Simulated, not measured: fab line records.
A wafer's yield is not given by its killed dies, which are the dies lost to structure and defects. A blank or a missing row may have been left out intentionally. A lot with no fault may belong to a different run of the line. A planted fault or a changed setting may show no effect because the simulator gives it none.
fab line records | flow sky130 | part 1 of 2: steps 1 to 21 of 30
record: lots: 5 | wafers: 15 | last_day: 50
route steps=708 shown VT_ADJUST_NCORE@125 VT_ADJUST_HVTR@131 VT_ADJUST_PCH@143 SONOS_TUNNEL@154
lots that met no fault: from a run of the same line without faults
start_h: hours from the record's first day to the start of the lot's first wafer shown | wait_h: hours since the lot's step before | " unchanged from the row above | L1.1+2: a single row standing in for several wafers | - value missing, or start not given | * or withheld: withheld | < > ~ a bound
route shown NAME@n: names a module that has steps shown in the file, with the first one's number in the route | usual: mean and standard deviation over wafers with no fault | same: alike in all rows | chamber/n: place in a boat | sites: readings site by site | _std_site: standard deviation across them | _edge_site: the outer-site mean with the inner-site mean subtracted | radius_mm: for every site, how far away it sits from the centre of the wafer | mask NAME#n: copy n | behind: the most recent tool/chamber to have shaped the wafer | hold: why the lot went on hold/how many hours it stayed there/how the hold came to an end | device: whichever transistor did not switch (one of n, p or np) | end of line: at the end of the route, the tests of the same wafers | step lacking rows: just its recipe | killed: dies lost to structure and defects at the first sort, not the wafer's yield | map: shows each die of a wafer: x if killed, . if not, _ if none is there
set.NAME: setting as actually run; set.NAME@STEP: the setting as run at that earlier step | model.NAME: the simulator's own value behind a step, which no gauge read
certain route steps with their lots: each step a table, each wafer a row
services: the hour from which a tool's chamber was out of use, counted from the record's first day as start_h (under 0 if before that day), plus the number of hours and why
== steps ==
step: SKY_VT_ADJUST_NCORE_DEVELOP_06
recipe: resist: NOVOLAK | developer: TMAH | develop_time_s: 60 | dev_temp_c: 23
usual: exhaust_pa: 44.8/1.1 | resist_line_temp_C: 23.02/0.11
lot.wafer | tool           | chamber | start_h | wait_h | exhaust_pa | resist_line_temp_C
L076.2    | litho_track-01 | 0       | 195.17  | 0.1    | 43.4       | 23.02
L076.4    | "              | 0       | "       | "      | 43.1       | 22.84
L076.5    | "              | 0       | "       | "      | 43.0       | 22.98
L084.3    | litho_track-02 | 0       | 249.31  | 0.1    | 45.4       | 23.00
L084.4    | "              | 0       | "       | "      | 45.7       | 23.12
L084.6    | "              | 0       | "       | "      | 45.7       | 22.98
L089.1    | litho_track-02 | 0       | 289.76  | 0.1    | 45.3       | 23.06
L089.5    | "              | 0       | "       | "      | 44.6       | 23.01
L089.6    | "              | 0       | "       | "      | 45.4       | 23.02
L096.1    | litho_track-02 | 0       | 331.26  | 0.1    | 44.6       | 23.04
L096.4    | "              | 0       | "       | "      | 45.6       | 23.11
L096.5    | "              | 0       | "       | "      | 44.3       | 23.22
L097.1    | litho_track-04 | 0       | 342.69  | 0.1    | 45.0       | 23.14
L097.4    | "              | 0       | "       | "      | 45.6       | 23.00
L097.6    | "              | 0       | "       | "      | 44.4       | 23.00
step: SKY_VT_ADJUST_NCORE_CD_MEAS_07
recipe: target_cd_nm: 380
usual: cd_nm: 380.9/2.2
lot.wafer | tool      | chamber | start_h | wait_h | cd_nm
L076.2    | cd_sem-02 | -       | 195.33  | 0.1    | 382.2
L076.4    | "         | -       | "       | "      | 382.4
L076.5    | "         | -       | "       | "      | 380.5
L084.3    | cd_sem-01 | -       | 249.45  | 0.1    | 381.0
L084.4    | "         | -       | "       | "      | 382.9
L084.6    | "         | -       | "       | "      | 382.6
L089.1    | cd_sem-01 | -       | 289.97  | 0.2    | 380.8
L089.5    | "         | -       | "       | "      | 381.8
L089.6    | "         | -       | "       | "      | 380.0
L096.1    | cd_sem-02 | -       | 331.41  | 0.1    | 380.9
L096.4    | "         | -       | "       | "      | 380.0
L096.5    | "         | -       | "       | "      | 381.4
L097.1    | cd_sem-02 | -       | 342.84  | 0.1    | 380.4
L097.4    | "         | -       | "       | "      | 376.3
L097.6    | "         | -       | "       | "      | 379.0
step: SKY_VT_ADJUST_NCORE_OVL_MEAS_08
usual: VT_ADJUST_NCORE_OVL: -0.2/1.4
lot.wafer | tool       | chamber | start_h | wait_h | VT_ADJUST_NCORE_OVL[nm]
L076.2    | overlay-02 | -       | 195.43  | 0.1    | -1.7
L076.4    | "          | -       | "       | "      | -1.1
L076.5    | "          | -       | "       | "      | -1.0
L084.3    | overlay-01 | -       | 249.54  | 0.1    | 0.1
L084.4    | "          | -       | "       | "      | -0.3
L084.6    | "          | -       | "       | "      | 1.2
L089.1    | overlay-02 | -       | 290.09  | 0.1    | -1.6
L089.5    | "          | -       | "       | "      | -1.9
L089.6    | "          | -       | "       | "      | -2.5
L096.1    | overlay-02 | -       | 331.53  | 0.1    | 0.0
L096.4    | "          | -       | "       | "      | -1.5
L096.5    | "          | -       | "       | "      | -2.5
L097.1    | overlay-02 | -       | 342.96  | 0.1    | -0.3
L097.4    | "          | -       | "       | "      | 1.6
L097.6    | "          | -       | "       | "      | 1.0
step: SKY_VT_ADJUST_NCORE_IMPLANT_09
recipe: species: B | energy_kev: 10 | dose_cm2: 2.4e+12 | tilt_deg: withheld
usual: faraday_current_uA: 13.53/0.27
lot.wafer | tool         | chamber | start_h | wait_h | faraday_current_uA
L076.2    | implanter-02 | 0       | 195.49  | 0.0    | 14.01
L076.4    | "            | 0       | "       | "      | 13.73
L076.5    | "            | 0       | "       | "      | 13.64
L084.3    | implanter-02 | 0       | 249.62  | 0.1    | 13.53
L084.4    | "            | 0       | "       | "      | 13.30
L084.6    | "            | 0       | "       | "      | 13.36
L089.1    | implanter-03 | 0       | 290.13  | 0.0    | 13.32
L089.5    | "            | 0       | "       | "      | 13.45
L089.6    | "            | 0       | "       | "      | 13.33
L096.1    | implanter-01 | 0       | 331.57  | 0.0    | 13.50
L096.4    | "            | 0       | "       | "      | 13.59
L096.5    | "            | 0       | "       | "      | 13.27
L097.1    | implanter-03 | 0       | 342.99  | 0.0    | 13.70
L097.4    | "            | 0       | "       | "      | 13.50
L097.6    | "            | 0       | "       | "      | 13.36
step: SKY_VT_ADJUST_NCORE_STRIP_10
recipe: chemistry: O2/N2 | power_w: 1400 | pressure_mtorr: 1500 | platen_temp_c: withheld | o2_flow_sccm: 3000 | n2_flow_sccm: 300 | overash_fraction: 0.5
usual: drypump_motor_current_A: 5.9/0.45 | oes_product_au: 0.715/0.0053 | strip_time_to_endpoint_s: 14.17/0.044
lot.wafer | tool            | chamber | start_h | wait_h | drypump_motor_current_A | oes_product_au | rf_hours_counter_h | strip_time_to_endpoint_s
L076.2    | plasma_asher-03 | 1       | 195.61  | 0.1    | 6.0                     | 0.707          | 52                 | 14.23
L076.4    | "               | 0       | "       | "      | 6.0                     | 0.716          | -                  | 14.20
L076.5    | "               | 0       | "       | "      | 6.0                     | 0.723          | -                  | 14.22
L084.3    | plasma_asher-03 | 1       | 249.75  | 0.1    | 6.0                     | 0.718          | -                  | 14.14
L084.4    | "               | 0       | "       | "      | 6.0                     | 0.713          | -                  | 14.17
L084.6    | "               | 1       | "       | "      | 6.0                     | 0.708          | -                  | 14.14
L089.1    | plasma_asher-01 | 0       | 290.28  | 0.1    | 5.7                     | 0.716          | 17                 | 14.10
L089.5    | "               | 0       | "       | "      | 5.7                     | 0.710          | -                  | 14.10
L089.6    | "               | 1       | "       | "      | 6.5                     | 0.704          | -                  | 14.17
L096.1    | plasma_asher-04 | 1       | 331.72  | 0.1    | 5.2                     | 0.710          | 52                 | 14.12
L096.4    | "               | 1       | "       | "      | 5.2                     | 0.711          | -                  | 14.14
L096.5    | "               | 0       | "       | "      | 6.3                     | 0.724          | -                  | 14.18
L097.1    | plasma_asher-03 | 0       | 343.14  | 0.1    | 6.0                     | 0.716          | 67                 | 14.15
L097.4    | "               | 0       | "       | "      | 6.0                     | 0.719          | -                  | 14.18
L097.6    | "               | 1       | "       | "      | 6.0                     | 0.712          | -                  | 14.20
step: SKY_VT_ADJUST_NCORE_TW_MEAS_11
usual: VT_ADJUST_NCORE_TW: 220.2/1.3
lot.wafer | tool          | chamber | start_h | wait_h | VT_ADJUST_NCORE_TW
L076.2    | film_metro-03 | -       | 195.72  | 0.1    | 219.3
L076.4    | "             | -       | "       | "      | 219.1
L076.5    | "             | -       | "       | "      | 219.7
L084.3    | film_metro-03 | -       | 249.84  | 0.1    | 219.9
L084.4    | "             | -       | "       | "      | 219.8
L084.6    | "             | -       | "       | "      | 219.2
L089.1    | film_metro-04 | -       | 290.38  | 0.1    | 220.8
L089.5    | "             | -       | "       | "      | 221.1
L089.6    | "             | -       | "       | "      | 221.2
L096.1    | film_metro-02 | -       | 331.82  | 0.1    | 222.8
L096.4    | "             | -       | "       | "      | 221.1
L096.5    | "             | -       | "       | "      | 222.1
L097.1    | film_metro-03 | -       | 343.24  | 0.1    | 218.2
L097.4    | "             | -       | "       | "      | 217.7
L097.6    | "             | -       | "       | "      | 217.8
step: SKY_VT_ADJUST_HVTR_DEHYDRATE_00
recipe: temp_c: 200 | time_s: 60
usual: exhaust_pa: 45.0/0.88 | plate_temp_C: 200.03/0.15 | resist_line_temp_C: 23.02/0.11
lot.wafer | tool           | chamber | start_h | wait_h | exhaust_pa | plate_temp_C | resist_line_temp_C
L076.2    | litho_track-01 | 0       | 205.12  | 9.4    | 45.4       | 199.96       | 22.91
L076.4    | "              | 0       | "       | "      | 44.7       | 199.93       | 23.00
L076.5    | "              | 0       | "       | "      | 45.4       | 199.99       | 22.95
L084.3    | litho_track-03 | 0       | 261.10  | 11.3   | 45.0       | 200.02       | 22.99
L084.4    | "              | 0       | "       | "      | 44.9       | 199.91       | 22.98
L084.6    | "              | 0       | "       | "      | 45.5       | 199.94       | 23.01
L089.1    | litho_track-01 | 0       | 302.69  | 12.3   | 44.8       | 200.06       | 23.02
L089.5    | "              | 0       | "       | "      | 45.8       | 200.04       | 23.06
L089.6    | "              | 0       | "       | "      | 45.1       | 200.00       | 23.01
L096.1    | litho_track-03 | 0       | 344.95  | 13.1   | 44.2       | 199.81       | 23.08
L096.4    | "              | 0       | "       | "      | 45.7       | 200.03       | 23.14
L096.5    | "              | 0       | "       | "      | 44.5       | 199.70       | 23.00
L097.1    | litho_track-01 | 0       | 355.29  | 12.0   | 45.5       | 200.26       | 23.19
L097.4    | "              | 0       | "       | "      | 43.9       | 199.92       | 22.93
L097.6    | "              | 0       | "       | "      | 44.3       | 199.99       | 22.97
step: SKY_VT_ADJUST_HVTR_HMDS_01
recipe: prime_time_s: 60 | prime_temp_c: 120
usual: exhaust_pa: 45.0/0.88 | prime_temp_c: 119.98/0.15 | resist_line_temp_C: 22.96/0.11
lot.wafer | tool           | chamber | start_h | wait_h | exhaust_pa | prime_temp_c | resist_line_temp_C
L076.2    | litho_track-01 | 0       | 205.27  | 0.1    | 45.4       | 119.91       | 22.97
L076.4    | "              | 0       | "       | "      | 46.4       | 119.89       | 23.02
L076.5    | "              | 0       | "       | "      | 44.8       | 120.00       | 22.91
L084.3    | litho_track-03 | 0       | 261.25  | 0.1    | 44.5       | 119.89       | 23.07
L084.4    | "              | 0       | "       | "      | 44.8       | 119.90       | 22.98
L084.6    | "              | 0       | "       | "      | 45.7       | 119.88       | 23.16
L089.1    | litho_track-01 | 0       | 302.84  | 0.1    | 45.6       | 119.93       | 23.06
L089.5    | "              | 0       | "       | "      | 43.8       | 120.03       | 22.97
L089.6    | "              | 0       | "       | "      | 45.6       | 120.03       | 22.91
L096.1    | litho_track-03 | 0       | 345.10  | 0.1    | 43.9       | 120.28       | 22.91
L096.4    | "              | 0       | "       | "      | 44.7       | 120.00       | 22.82
L096.5    | "              | 0       | "       | "      | 44.4       | 120.20       | 22.94
L097.1    | litho_track-01 | 0       | 355.44  | 0.1    | 44.0       | 120.22       | 23.00
L097.4    | "              | 0       | "       | "      | 43.4       | 120.12       | 23.03
L097.6    | "              | 0       | "       | "      | 43.6       | 120.17       | 22.94
step: SKY_VT_ADJUST_HVTR_COAT_02
recipe: resist: NOVOLAK | spin_rpm: 3000 | resist_thk_nm: 1140
usual: dispense_pressure_kPa: 50.0/2.6 | exhaust_pa: 44.9/1 | resist_line_temp_C: 22.98/0.088
lot.wafer | tool           | chamber | start_h | wait_h | dispense_pressure_kPa | exhaust_pa | resist_line_temp_C
L076.2    | litho_track-01 | 0       | 205.42  | 0.1    | 48.5                  | 44.8       | 23.00
L076.4    | "              | 0       | "       | "      | 48.5                  | 45.3       | 22.87
L076.5    | "              | 0       | "       | "      | 48.6                  | 43.3       | 22.94
L084.3    | litho_track-03 | 0       | 261.40  | 0.1    | 48.5                  | 45.8       | 22.91
L084.4    | "              | 0       | "       | "      | 48.5                  | 47.0       | 22.98
L084.6    | "              | 0       | "       | "      | 48.5                  | 46.9       | 22.90
L089.1    | litho_track-01 | 0       | 302.99  | 0.1    | 48.6                  | 44.4       | 22.99
L089.5    | "              | 0       | "       | "      | 48.6                  | 43.4       | 22.99
L089.6    | "              | 0       | "       | "      | 48.5                  | 45.2       | 22.96
L096.1    | litho_track-03 | 0       | 345.25  | 0.1    | 48.5                  | 44.1       | 22.94
L096.4    | "              | 0       | "       | "      | 48.4                  | 43.1       | 22.87
L096.5    | "              | 0       | "       | "      | 48.4                  | 43.7       | 22.91
L097.1    | litho_track-01 | 0       | 355.59  | 0.1    | 48.6                  | 45.2       | 23.04
L097.4    | "              | 0       | "       | "      | 48.6                  | 45.3       | 23.07
L097.6    | "              | 0       | "       | "      | 48.6                  | 45.4       | 23.14
step: SKY_VT_ADJUST_HVTR_SOFTBAKE_03
recipe: temp_c: 90 | time_s: 60 | resist: NOVOLAK
usual: exhaust_pa: 45.1/0.96 | plate_temp_C: 89.97/0.13 | resist_line_temp_C: 23.00/0.1
lot.wafer | tool           | chamber | start_h | wait_h | exhaust_pa | plate_temp_C | resist_line_temp_C
L076.2    | litho_track-01 | 0       | 205.57  | 0.1    | 44.4       | 89.81        | 23.18
L076.4    | "              | 0       | "       | "      | 44.4       | 90.03        | 23.20
L076.5    | "              | 0       | "       | "      | 45.1       | 89.93        | 23.30
L084.3    | litho_track-03 | 0       | 261.55  | 0.1    | 46.4       | 89.77        | 22.92
L084.4    | "              | 0       | "       | "      | 45.2       | 90.08        | 23.01
L084.6    | "              | 0       | "       | "      | 44.6       | 90.15        | 23.11
L089.1    | litho_track-01 | 0       | 303.14  | 0.1    | 45.4       | 90.11        | 22.89
L089.5    | "              | 0       | "       | "      | 44.3       | 89.99        | 22.97
L089.6    | "              | 0       | "       | "      | 45.7       | 89.96        | 22.91
L096.1    | litho_track-03 | 0       | 345.40  | 0.1    | 45.8       | 89.80        | 22.90
L096.4    | "              | 0       | "       | "      | 46.8       | 89.89        | 23.12
L096.5    | "              | 0       | "       | "      | 47.0       | 89.82        | 23.05
L097.1    | litho_track-01 | 0       | 355.74  | 0.1    | 47.4       | 90.07        | 23.05
L097.4    | "              | 0       | "       | "      | 45.8       | 90.09        | 23.07
L097.6    | "              | 0       | "       | "      | 45.4       | 90.11        | 22.73
step: SKY_VT_ADJUST_HVTR_EXPOSE_04
recipe: mask_id: HVTRM | target_cd_nm: 380 | na: 0.6 | source_shape: conventional | sigma_outer: 0.6 | dose_mj: 150
usual: stage_vel_mm_s: 500.02/0.26
lot.wafer | tool             | chamber | start_h | wait_h | mask    | stage_vel_mm_s
L076.2    | iline_stepper-02 | 0       | -       | -      | HVTRM#0 | 500.15
L076.4    | "                | 0       | "       | "      | HVTRM#0 | 499.99
L076.5    | "                | 0       | "       | "      | HVTRM#0 | 500.35
L084.3    | iline_stepper-01 | 0       | -       | -      | HVTRM#0 | 500.13
L084.4    | "                | 0       | "       | "      | HVTRM#0 | 499.98
L084.6    | "                | 0       | "       | "      | HVTRM#0 | 500.08
L089.1    | iline_stepper-02 | 0       | -       | -      | HVTRM#0 | 500.48
L089.5    | "                | 0       | "       | "      | HVTRM#0 | 500.19
L089.6    | "                | 0       | "       | "      | HVTRM#0 | 500.16
L096.1    | iline_stepper-02 | 0       | -       | -      | HVTRM#0 | 499.57
L096.4    | "                | 0       | "       | "      | HVTRM#0 | 499.87
L096.5    | "                | 0       | "       | "      | HVTRM#0 | 499.73
L097.1    | iline_stepper-02 | 0       | -       | -      | HVTRM#0 | 499.77
L097.4    | "                | 0       | "       | "      | HVTRM#0 | 500.23
L097.6    | "                | 0       | "       | "      | HVTRM#0 | 500.07
step: SKY_VT_ADJUST_HVTR_PEB_05
recipe: temp_c: withheld | time_s: * | resist: NOVOLAK
usual: exhaust_pa: 45.0/0.86 | resist_line_temp_C: *
lot.wafer | tool           | chamber | start_h | wait_h | exhaust_pa | resist_line_temp_C
L076.2    | litho_track-04 | 0       | -       | -      | 44.6       | *
L076.4    | "              | 0       | "       | "      | 44.6       | *
L076.5    | "              | 0       | "       | "      | 45.4       | *
L084.3    | litho_track-03 | 0       | -       | -      | 44.9       | *
L084.4    | "              | 0       | "       | "      | 44.4       | *
L084.6    | "              | 0       | "       | "      | 45.6       | *
L089.1    | litho_track-04 | 0       | -       | -      | 44.6       | *
L089.5    | "              | 0       | "       | "      | 46.0       | *
L089.6    | "              | 0       | "       | "      | 45.0       | *
L096.1    | litho_track-04 | 0       | -       | -      | 45.1       | *
L096.4    | "              | 0       | "       | "      | 46.5       | *
L096.5    | "              | 0       | "       | "      | 45.8       | *
L097.1    | litho_track-03 | 0       | -       | -      | 45.2       | *
L097.4    | "              | 0       | "       | "      | 45.0       | *
L097.6    | "              | 0       | "       | "      | 44.2       | *
step: SKY_VT_ADJUST_HVTR_DEVELOP_06
recipe: develop_time_s: 60 | dev_temp_c: 23
usual: exhaust_pa: 45.2/0.97 | resist_line_temp_C: 23.00/0.097
lot.wafer | tool           | chamber | start_h | wait_h | exhaust_pa | resist_line_temp_C
L076.2    | litho_track-04 | 0       | 216.86  | 0.1    | 44.6       | 22.77
L076.4    | "              | 0       | "       | "      | 45.6       | 23.05
L076.5    | "              | 0       | "       | "      | 44.4       | 23.12
L084.3    | litho_track-03 | 0       | 273.55  | 0.1    | 45.2       | 22.85
L084.4    | "              | 0       | "       | "      | 44.0       | 22.92
L084.6    | "              | 0       | "       | "      | 44.4       | 22.85
L089.1    | litho_track-04 | 0       | 314.19  | 0.1    | 46.3       | 23.14
L089.5    | "              | 0       | "       | "      | 46.6       | 22.99
L089.6    | "              | 0       | "       | "      | 45.4       | 22.93
L096.1    | litho_track-04 | 0       | 359.34  | 0.1    | 43.4       | 22.95
L096.4    | "              | 0       | "       | "      | 44.3       | 23.01
L096.5    | "              | 0       | "       | "      | 45.5       | 22.90
L097.1    | litho_track-03 | 0       | 370.05  | 0.1    | 44.0       | 23.06
L097.4    | "              | 0       | "       | "      | 45.3       | 23.09
L097.6    | "              | 0       | "       | "      | 45.0       | 23.02
step: SKY_VT_ADJUST_HVTR_CD_MEAS_07
recipe: target_cd_nm: 380
usual: cd_nm: 379.9/2.4
lot.wafer | tool      | chamber | start_h | wait_h | cd_nm
L076.2    | cd_sem-02 | -       | 217.01  | 0.1    | 379.4
L076.4    | "         | -       | "       | "      | 377.4
L076.5    | "         | -       | "       | "      | 376.0
L084.3    | cd_sem-01 | -       | 273.69  | 0.1    | 383.2
L084.4    | "         | -       | "       | "      | 381.0
L084.6    | "         | -       | "       | "      | 382.2
L089.1    | cd_sem-01 | -       | 314.34  | 0.1    | 378.2
L089.5    | "         | -       | "       | "      | 379.1
L089.6    | "         | -       | "       | "      | 379.6
L096.1    | cd_sem-02 | -       | 359.49  | 0.1    | 378.9
L096.4    | "         | -       | "       | "      | 378.2
L096.5    | "         | -       | "       | "      | 377.0
L097.1    | cd_sem-02 | -       | 370.20  | 0.1    | 380.2
L097.4    | "         | -       | "       | "      | 380.8
L097.6    | "         | -       | "       | "      | 381.9
step: SKY_VT_ADJUST_HVTR_OVL_MEAS_08
usual: VT_ADJUST_HVTR_OVL: -0.7/1.4
lot.wafer | tool       | chamber | start_h | wait_h | VT_ADJUST_HVTR_OVL[nm]
L076.2    | overlay-02 | -       | 217.11  | 0.1    | 0.2
L076.4    | "          | -       | "       | "      | -1.3
L076.5    | "          | -       | "       | "      | -0.1
L084.3    | overlay-01 | -       | 273.78  | 0.1    | 2.3
L084.4    | "          | -       | "       | "      | 0.0
L084.6    | "          | -       | "       | "      | 1.9
L089.1    | overlay-01 | -       | 314.46  | 0.1    | 0.3
L089.5    | "          | -       | "       | "      | 2.0
L089.6    | "          | -       | "       | "      | 2.0
L096.1    | overlay-01 | -       | 359.61  | 0.1    | -2.4
L096.4    | "          | -       | "       | "      | -0.9
L096.5    | "          | -       | "       | "      | -1.6
L097.1    | overlay-02 | -       | 370.32  | 0.1    | 0.7
L097.4    | "          | -       | "       | "      | -0.7
L097.6    | "          | -       | "       | "      | 0.0
step: SKY_VT_ADJUST_HVTR_IMPLANT_09
recipe: species: B | energy_kev: 10 | dose_cm2: 2.1e+12 | tilt_deg: withheld
usual: faraday_current_uA: 11.85/0.22
lot.wafer | tool         | chamber | start_h | wait_h | faraday_current_uA
L076.2    | implanter-04 | 0       | 217.17  | 0.0    | 12.02
L076.4    | "            | 0       | "       | "      | 11.99
L076.5    | "            | 0       | "       | "      | 11.72
L084.3    | implanter-04 | 0       | 273.86  | 0.1    | 12.15
L084.4    | "            | 0       | "       | "      | 11.48
L084.6    | "            | 0       | "       | "      | 11.93
L089.1    | implanter-04 | 0       | 314.63  | 0.2    | 11.67
L089.5    | "            | 0       | "       | "      | 11.89
L089.6    | "            | 0       | "       | "      | 12.25
L096.1    | implanter-03 | 0       | 359.64  | 0.0    | 11.86
L096.4    | "            | 0       | "       | "      | 11.96
L096.5    | "            | 0       | "       | "      | 11.49
L097.1    | implanter-02 | 0       | 370.36  | 0.0    | 11.66
L097.4    | "            | 0       | "       | "      | 11.78
L097.6    | "            | 0       | "       | "      | 11.80
step: SKY_VT_ADJUST_HVTR_STRIP_10
recipe: chemistry: O2/N2 | power_w: 1400 | pressure_mtorr: 1500 | platen_temp_c: withheld | o2_flow_sccm: 3000 | n2_flow_sccm: 300 | overash_fraction: 0.5
usual: drypump_motor_current_A: 5.7/0.5 | oes_product_au: 0.716/0.0051 | strip_time_to_endpoint_s: 14.18/0.039
lot.wafer | tool            | chamber | start_h | wait_h | drypump_motor_current_A | oes_product_au | rf_hours_counter_h | strip_time_to_endpoint_s
L076.2    | plasma_asher-02 | 0       | 217.29  | 0.1    | 5.2                     | 0.724          | 49                 | 14.20
L076.4    | "               | 0       | "       | "      | 5.2                     | 0.719          | -                  | 14.22
L076.5    | "               | 0       | "       | "      | 5.2                     | 0.727          | -                  | 14.21
L084.3    | plasma_asher-01 | 1       | 273.99  | 0.1    | 6.5                     | 0.716          | -                  | 14.22
L084.4    | "               | 0       | "       | "      | 5.7                     | 0.714          | -                  | 14.24
L084.6    | "               | 1       | "       | "      | 6.6                     | 0.714          | -                  | 14.18
L089.1    | plasma_asher-02 | 1       | 314.78  | 0.1    | 5.5                     | 0.722          | 59                 | 14.17
L089.5    | "               | 1       | "       | "      | 5.5                     | 0.709          | -                  | 14.23
L089.6    | "               | 0       | "       | "      | 5.2                     | 0.719          | -                  | 14.19
L096.1    | plasma_asher-02 | 1       | 359.79  | 0.1    | 5.5                     | 0.712          | 63                 | 14.15
L096.4    | "               | 1       | "       | "      | 5.5                     | 0.714          | -                  | 14.18
L096.5    | "               | 1       | "       | "      | 5.6                     | 0.720          | -                  | 14.14
L097.1    | plasma_asher-02 | 1       | 370.51  | 0.1    | 5.5                     | 0.719          | 64                 | 14.22
L097.4    | "               | 0       | "       | "      | 5.2                     | 0.721          | -                  | 14.20
L097.6    | "               | 1       | "       | "      | 5.5                     | 0.716          | -                  | 14.21
step: SKY_VT_ADJUST_HVTR_TW_MEAS_11
usual: VT_ADJUST_HVTR_TW: 211.3/1.2
lot.wafer | tool          | chamber | start_h | wait_h | VT_ADJUST_HVTR_TW
L076.2    | film_metro-02 | -       | 217.40  | 0.1    | 212.8
L076.4    | "             | -       | "       | "      | 212.1
L076.5    | "             | -       | "       | "      | 211.6
L084.3    | film_metro-02 | -       | 274.08  | 0.1    | 211.3
L084.4    | "             | -       | "       | "      | 211.4
L084.6    | "             | -       | "       | "      | 211.5
L089.1    | film_metro-01 | -       | 314.88  | 0.1    | 209.5
L089.5    | "             | -       | "       | "      | 210.0
L089.6    | "             | -       | "       | "      | 209.3
L096.1    | film_metro-02 | -       | 359.89  | 0.1    | 213.3
L096.4    | "             | -       | "       | "      | 213.9
L096.5    | "             | -       | "       | "      | 212.9
L097.1    | film_metro-03 | -       | 370.61  | 0.1    | 210.7
L097.4    | "             | -       | "       | "      | 211.5
L097.6    | "             | -       | "       | "      | 210.8
step: SKY_VT_ADJUST_PCH_DEHYDRATE_00
recipe: temp_c: 200 | time_s: 60
usual: exhaust_pa: 45.0/0.95 | plate_temp_C: 200.00/0.18 | resist_line_temp_C: 23.00/0.1
lot.wafer | tool           | chamber | start_h | wait_h | exhaust_pa | plate_temp_C | resist_line_temp_C
L076.2    | litho_track-03 | 0       | 227.43  | 10.0   | 44.9       | 199.84       | 23.11
L076.4    | "              | 0       | "       | "      | 44.2       | 199.76       | 23.07
L076.5    | "              | 0       | "       | "      | 44.7       | 199.65       | 23.01
L084.3    | litho_track-04 | 0       | 285.59  | 11.5   | 43.7       | 199.79       | 23.07
L084.4    | "              | 0       | "       | "      | 44.2       | 199.94       | 23.03
L084.6    | "              | 0       | "       | "      | 43.1       | 199.92       | 23.12
L089.1    | litho_track-03 | 0       | 327.55  | 12.7   | 45.2       | 200.08       | 23.00
L089.5    | "              | 0       | "       | "      | 45.7       | 200.04       | 22.89
L089.6    | "              | 0       | "       | "      | 46.3       | 200.15       | 23.00
L096.1    | litho_track-04 | 0       | 373.29  | 13.4   | 45.4       | 199.89       | 22.82
L096.4    | "              | 0       | "       | "      | 45.5       | 199.96       | 23.11
L096.5    | "              | 0       | "       | "      | 46.0       | 200.08       | 22.85
L097.1    | litho_track-03 | 0       | 383.85  | 13.2   | 44.8       | 199.99       | 22.85
L097.4    | "              | 0       | "       | "      | 44.2       | 199.79       | 23.04
L097.6    | "              | 0       | "       | "      | 44.5       | 199.89       | 23.11
step: SKY_VT_ADJUST_PCH_HMDS_01
recipe: prime_time_s: 60 | prime_temp_c: 120
usual: exhaust_pa: 45.3/1 | prime_temp_c: 119.99/0.13 | resist_line_temp_C: 23.01/0.094
lot.wafer | tool           | chamber | start_h | wait_h | exhaust_pa | prime_temp_c | resist_line_temp_C
L076.2    | litho_track-03 | 0       | 227.58  | 0.1    | 46.4       | 120.15       | 22.91
L076.4    | "              | 0       | "       | "      | 47.0       | 119.91       | 23.01
L076.5    | "              | 0       | "       | "      | 47.1       | 120.03       | 23.01
L084.3    | litho_track-04 | 0       | 285.74  | 0.1    | 44.1       | 119.83       | 23.00
L084.4    | "              | 0       | "       | "      | 46.4       | 120.03       | 22.83
L084.6    | "              | 0       | "       | "      | 45.5       | 119.89       | 22.92
L089.1    | litho_track-03 | 0       | 327.70  | 0.1    | 45.0       | 119.99       | 23.07
L089.5    | "              | 0       | "       | "      | 45.0       | 120.20       | 22.92
L089.6    | "              | 0       | "       | "      | 45.4       | 120.08       | 22.96
L096.1    | litho_track-04 | 0       | 373.44  | 0.1    | 46.0       | 120.29       | 22.98
L096.4    | "              | 0       | "       | "      | 45.4       | 120.08       | 22.90
L096.5    | "              | 0       | "       | "      | 45.3       | 119.98       | 23.08
L097.1    | litho_track-03 | 0       | 384.00  | 0.1    | 47.0       | 119.97       | 22.86
L097.4    | "              | 0       | "       | "      | 45.4       | 119.92       | 23.01
L097.6    | "              | 0       | "       | "      | 45.5       | 119.99       | 23.03
step: SKY_VT_ADJUST_PCH_COAT_02
recipe: spin_rpm: 2000 | resist_thk_nm: 3000
usual: dispense_pressure_kPa: 50/3.5 | exhaust_pa: 45.2/0.9 | resist_line_temp_C: 23.00/0.099
lot.wafer | tool           | chamber | start_h | wait_h | dispense_pressure_kPa | exhaust_pa | resist_line_temp_C
L076.2    | litho_track-03 | 0       | 227.73  | 0.1    | 48                    | 45.6       | 23.00
L076.4    | "              | 0       | "       | "      | 48                    | 46.2       | 23.19
L076.5    | "              | 0       | "       | "      | 48                    | 44.4       | 22.98
L084.3    | litho_track-04 | 0       | 285.89  | 0.1    | 55                    | 45.9       | 23.00
L084.4    | "              | 0       | "       | "      | 55                    | 45.7       | 22.98
L084.6    | "              | 0       | "       | "      | 55                    | 45.7       | 23.02
L089.1    | litho_track-03 | 0       | 327.85  | 0.1    | 48                    | 43.1       | 22.83
L089.5    | "              | 0       | "       | "      | 49                    | 45.2       | 22.83
L089.6    | "              | 0       | "       | "      | 48                    | 45.0       | 23.04
L096.1    | litho_track-04 | 0       | 373.59  | 0.1    | 54                    | 45.3       | 22.94
L096.4    | "              | 0       | "       | "      | 54                    | 45.8       | 22.93
L096.5    | "              | 0       | "       | "      | 54                    | 46.4       | 23.14
L097.1    | litho_track-03 | 0       | 384.15  | 0.1    | 49                    | 45.4       | 22.97
L097.4    | "              | 0       | "       | "      | 49                    | 46.6       | 23.01
L097.6    | "              | 0       | "       | "      | 48                    | 44.8       | 22.96
